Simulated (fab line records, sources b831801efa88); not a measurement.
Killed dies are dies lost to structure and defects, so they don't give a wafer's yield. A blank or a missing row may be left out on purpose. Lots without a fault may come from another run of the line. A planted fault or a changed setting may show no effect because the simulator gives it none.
A struck lot beside a sound one | flow sky130 | 18 steps out of a route of 708
Sound: wafers L457.2, L457.3, L457.6. Struck: wafer L460.2. (L460.4, L460.5 of the same lot were not struck and are left out.) The cause comes at the end.
At each step with rows: each side's tool, then ch and its chambers, then its first start. Under that, the readings that differ: sound wafers | struck wafers | difference of the means | sigmas: that difference in standard deviations of wafers without a fault.
alike: readings whose means differ by less than 2 such deviations, and words and numbers that are the same on both sides. not compared: withheld readings, readings that some wafer has no value for, bounds like >300 that may hide the same value, and numbers for which the record gives no deviation and whose values overlap.
The two part at a step that has a row with sigmas, a row that says differs or no value, or rows on one side only. Numbers that don't overlap but have no deviation are shown without sigmas and don't part them. A reading that every wafer of one side lacks parts them only if that side has two wafers or more.

first, 3 steps without rows for these wafers: SKY_LI_CONTACT_EXPOSE_09 (exposes mask LICM1, target cd 170 nm); SKY_LI_CONTACT_PEB_10; SKY_LI_CONTACT_DEVELOP_11 (develop time 60 s).
SKY_LI_CONTACT_CD_MEAS_12: target cd 170 nm.
  sound on cd_sem-01, day 32 12:53; struck on cd_sem-02, day 33 03:40
  alike: cd_nm
SKY_LI_CONTACT_OVL_MEAS_13:
  sound on overlay-01, day 32 12:59; struck on overlay-02, day 33 03:47
  alike: LI_CONTACT_OVL
SKY_LI_CONTACT_ETCH_14: etches BARC in N2/H2, stops on SiO2, time 45.9 s, target depth 60 nm.
  sound on rie_diel-02 ch 1,2,3, day 32 13:01; struck on rie_diel-02 ch 2, day 33 03:49
  alike: drypump_motor_current_A, oes_product_au, throttle_valve_pct
  not compared: rf_hours_counter_h
SKY_LI_CONTACT_ETCH_15: etches PSG in C4F8/O2/Ar, stops on Si, target depth 600 nm.
  sound on rie_diel-02 ch 1,2,3, day 32 13:04; struck on rie_diel-02 ch 2, day 33 03:51
  alike: oes_product_au
SKY_LI_CONTACT_STRIP_16: strips in O2/N2.
  sound on plasma_asher-04 ch 0,1, day 32 13:09; struck on plasma_asher-03 ch 1, day 33 03:56
  alike: drypump_motor_current_A, oes_product_au, strip_time_to_endpoint_s
  not compared: rf_hours_counter_h
then, 2 steps without rows for these wafers: SKY_LI_CONTACT_CLEAN_17 (cleans in NMP, time 600 s); SKY_LI_CONTACT_PRE_CLEAN_18 (time 5.6 s).
SKY_LI_CONTACT_SPUTTER_19: material Ti, target thk 20 nm, time 106.37 s.
  sound on pvd_sputter-01, day 32 13:27; struck on pvd_sputter-01, day 33 04:14
  alike: substrate_temp_c, throttle_valve_pct
then, 1 step without rows for these wafers: SKY_LI_CONTACT_SPUTTER_20 (material TiN, target thk 20 nm, time 80 s).
SKY_LI_CONTACT_CVD_21: deposits W, target thk 400 nm, time 120.56 s.
  sound on cvd_w-02 ch 0,1, day 32 13:35; struck on cvd_w-02 ch 0, day 33 04:22
  reading                                  | sound           | struck | difference | sigmas
  model.W_of_LI_CONTACT_CVD_21.thk_nm (nm) | 399.7 404.1 404 | 496.5  | +93.9      |
  alike: heater_power_w
SKY_LI_CONTACT_RS_MEAS_22: measures by four-point-probe.
  sound on film_metro-02, day 32 13:44; struck on film_metro-01, day 33 04:31
  reading                  | sound             | struck | difference | sigmas
  LI_CONTACT_W_RS (ohm/sq) | 0.286 0.282 0.283 | 0.230  | -0.054     | -15
SKY_LI_CONTACT_THK_MEAS_23: measures by xrf.
  sound on film_metro-02, day 32 13:50; struck on film_metro-01, day 33 04:37
  reading               | sound       | struck | difference | sigmas
  LI_CONTACT_W_THK (nm) | 383 386 386 | 472    | +87        | +12
SKY_LI_CONTACT_CMP_24: polishes, stops on PSG, t overpolish 20 s, target thk 0 nm.
  sound on cmp-02 ch 0,3, day 32 13:56; struck on cmp-02 ch 2, day 33 04:40
  reading                | sound    | struck | difference | sigmas
  time_to_endpoint_s (s) | 95 98 94 | 112    | +16        | +5
  alike: edge_zone_pressure_frac, motor_current_A, slurry_filter_dp_kPa
SKY_LOCAL_INTERCONNECT_SPUTTER_00: material TiN, target thk 100 nm, time 83.3 s.
  sound on pvd_sputter-01, day 32 14:11; struck on pvd_sputter-04, day 33 04:58
  alike: substrate_temp_c, throttle_valve_pct
-- the record jumps here: 16 days lie between the struck wafers' starts before and after (it left off in module LOCAL_INTERCONNECT and takes up again in module PAD_OPEN, whose first step shown is number 708 of the route) --
SKY_PAD_OPEN_PROBE_99:
  sound on prober-01, day 48 02:37; struck on prober-02, day 48 17:34
  reading         | sound | struck | difference | sigmas
  killed_at_M4_up | 3 6 5 | 0      | -5         | -3
  alike: killed_at_M0_to_M3, killed_at_contacts, killed_at_front_end, killed_at_other, killed_dies, killed_open, killed_short

WHERE THEY PART
First at SKY_LI_CONTACT_RS_MEAS_22; last, within this record, at SKY_PAD_OPEN_PROBE_99.

WHY: what the simulator had put in
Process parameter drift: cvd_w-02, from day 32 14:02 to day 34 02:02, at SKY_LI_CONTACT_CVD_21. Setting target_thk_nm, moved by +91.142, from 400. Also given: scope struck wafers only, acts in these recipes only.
